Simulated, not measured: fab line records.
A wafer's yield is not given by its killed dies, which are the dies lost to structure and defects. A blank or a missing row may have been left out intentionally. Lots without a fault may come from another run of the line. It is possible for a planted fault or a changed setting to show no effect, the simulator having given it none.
Chamber matching | flow sky130 | pecvd-03 running SKY_CAP2M_CVD_00: 3 sister chambers
The step deposits SiO2, target thk 15.5 nm. 3 wafers are shown with their chamber, then 8 later ones without.

== WAFERS, EACH WITH ITS CHAMBER ==
wafer  | chamber | heater-power-w (W)
L083.2 | 1       | 656
L084.6 | 2       | 965
L087.1 | 0       | 844

== WAFERS WITHOUT THEIR CHAMBER ==
wafer  | heater-power-w (W)
L087.3 | 1032
L087.5 | 785
L090.1 | 836
L090.3 | 1090
L090.6 | 667
L094.2 | 913
L094.3 | 670
L094.6 | 815

== WHICH CHAMBER EACH WENT THROUGH ==
wafer  | from the rows above     | in truth
L087.3 | 2                       | 2
L087.5 | can't be placed: 0 or 1 | 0
L090.1 | 0                       | 0
L090.3 | 2                       | 2
L090.6 | 1                       | 1
L094.2 | can't be placed: 2 or 0 | 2
L094.3 | 1                       | 1
L094.6 | 0                       | 0
Placed correctly: 6 of 8. Unplaceable from these rows: 2, with the true chamber sitting among the candidates in 2. Placed wrongly: 0.
How it was worked out, from the rows above alone: a wafer's distance from a chamber is the root of the sum, over the readings, of the square of ((its reading less the chamber's mean) divided by the reading's scatter). If the next closest chamber is less than 2 further off than the closest, the wafer can't be placed; otherwise it belongs to the closest. The mean given for a chamber averages the wafers shown for that chamber. The scatter: root of mean squared gap, hidden wafer to nearest shown wafer, with one shown wafer a chamber.
